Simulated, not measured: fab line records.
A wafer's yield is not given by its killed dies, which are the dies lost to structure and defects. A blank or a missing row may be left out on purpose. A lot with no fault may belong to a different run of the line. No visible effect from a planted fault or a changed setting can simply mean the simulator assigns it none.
Chamber matching || flow sfq line || SFQ_TRILAYER_I4_VIA_BARC_OPEN_VIA_ETCH_146 on rie diel-04: 4 sister chambers
The step etches BARC in O2, target depth 125 nm, time 41.7 s. 8 wafers are shown with their chamber, then 8 later ones without.

## EACH WAFER AND ITS CHAMBER
{"wafer": "L504.6", "chamber": 2, "drypump motor current A (A)": 5.5, "chamber pressure mTorr (mTorr)": 29.961}
{"wafer": "L506.3", "chamber": 0, "drypump motor current A (A)": 5.5, "chamber pressure mTorr (mTorr)": 30.038}
{"wafer": "L506.4", "chamber": 1, "drypump motor current A (A)": 6.2, "chamber pressure mTorr (mTorr)": 30.022}
{"wafer": "L506.5", "chamber": 3, "drypump motor current A (A)": 5.9, "chamber pressure mTorr (mTorr)": 30.030}
{"wafer": "L514.4", "chamber": 1, "drypump motor current A (A)": 6.1, "chamber pressure mTorr (mTorr)": 30.025}
{"wafer": "L514.5", "chamber": 3, "drypump motor current A (A)": 5.9, "chamber pressure mTorr (mTorr)": 30.067}
{"wafer": "L514.6", "chamber": 2, "drypump motor current A (A)": 5.5, "chamber pressure mTorr (mTorr)": 29.951}
{"wafer": "L515.1", "chamber": 0, "drypump motor current A (A)": 5.4, "chamber pressure mTorr (mTorr)": 30.027}

## WAFERS MISSING THEIR CHAMBER
{"wafer": "L515.5", "drypump motor current A (A)": 5.9, "chamber pressure mTorr (mTorr)": 30.025}
{"wafer": "L515.6", "drypump motor current A (A)": 5.5, "chamber pressure mTorr (mTorr)": 29.993}
{"wafer": "L517.1", "drypump motor current A (A)": 5.5, "chamber pressure mTorr (mTorr)": 30.003}
{"wafer": "L517.5", "drypump motor current A (A)": 5.9, "chamber pressure mTorr (mTorr)": 30.020}
{"wafer": "L517.6", "drypump motor current A (A)": 5.4, "chamber pressure mTorr (mTorr)": 29.981}
{"wafer": "L518.2", "drypump motor current A (A)": 5.5, "chamber pressure mTorr (mTorr)": 30.011}
{"wafer": "L518.4", "drypump motor current A (A)": 6.2, "chamber pressure mTorr (mTorr)": 30.043}
{"wafer": "L518.5", "drypump motor current A (A)": 5.4, "chamber pressure mTorr (mTorr)": 30.000}

## THE CHAMBER EACH PASSED THROUGH
{"wafer": "L515.5", "from the rows above": 3, "in truth": 3}
{"wafer": "L515.6", "from the rows above": "can't be placed: 2 or 0", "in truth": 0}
{"wafer": "L517.1", "from the rows above": "can't be placed: 0 or 2", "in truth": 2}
{"wafer": "L517.5", "from the rows above": 3, "in truth": 3}
{"wafer": "L517.6", "from the rows above": "can't be placed: 2 or 0", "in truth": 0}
{"wafer": "L518.2", "from the rows above": 0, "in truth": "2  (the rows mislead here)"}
{"wafer": "L518.4", "from the rows above": 1, "in truth": 1}
{"wafer": "L518.5", "from the rows above": "can't be placed: 0 or 2", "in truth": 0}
Placed correctly: 3 of 8. Cannot be placed on the basis of these rows: 4; the candidates contain the true chamber in 4. Placed wrongly: 1.
How it was worked out, from the rows above alone: a wafer's distance from a chamber is the root of the sum, over the readings, of the square of ((its reading less the chamber's mean) divided by the reading's scatter). If the next closest chamber is less than 2 further off than the closest, the wafer can't be placed; otherwise it belongs to the closest. For every chamber, the mean is computed from those of its wafers that are shown. How the scatter is found: for the shown wafers, subtract from each reading the mean of its chamber, square and add these, divide the total by (wafers less chambers), then take the root.
